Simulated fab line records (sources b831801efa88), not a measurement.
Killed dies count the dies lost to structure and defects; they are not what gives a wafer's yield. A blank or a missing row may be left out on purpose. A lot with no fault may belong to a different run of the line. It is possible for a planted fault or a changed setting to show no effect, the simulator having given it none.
Chamber matching -- flow sky130 -- SKY_LI_CONTACT_ETCH_15 on rie diel-04: 4 sister chambers
The step etches PSG in C4F8/O2/Ar, stops on Si, target depth 600 nm. 4 wafers are shown with their chamber, then 7 later ones without.

## WAFERS PAIRED WITH THEIR CHAMBERS
wafer,chamber,chamber pressure mTorr (mTorr)
L086.1,3,39.95
L086.5,2,40.04
L088.3,1,40.04
L088.4,0,39.99

## WAFERS WITHOUT THEIR CHAMBER
wafer,chamber pressure mTorr (mTorr)
L088.5,40.02
L091.2,39.95
L091.4,39.92
L091.6,40.02
L097.1,40.02
L097.4,39.96
L097.6,40.02

## EACH ONE'S CHAMBER
wafer,from the rows above,in truth
L088.5,can't be placed: 1 or 2 or 0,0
L091.2,3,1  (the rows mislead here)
L091.4,3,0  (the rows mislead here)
L091.6,can't be placed: 1 or 2 or 0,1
L097.1,can't be placed: 1 or 2 or 0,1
L097.4,can't be placed: 3 or 0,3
L097.6,can't be placed: 1 or 2 or 0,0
0 of 7 placed correctly. Cannot be placed on the basis of these rows: 5; the candidates contain the true chamber in 5. Placed wrongly: 2.
How it was worked out, from the rows above alone: a wafer's distance from a chamber is the root of the sum, over the readings, of the square of ((its reading less the chamber's mean) divided by the reading's scatter). If the next closest chamber is less than 2 further off than the closest, the wafer can't be placed; otherwise it belongs to the closest. The mean given for a chamber averages the wafers shown for that chamber. The scatter: root of mean squared gap, hidden wafer to nearest shown wafer, with one shown wafer a chamber.
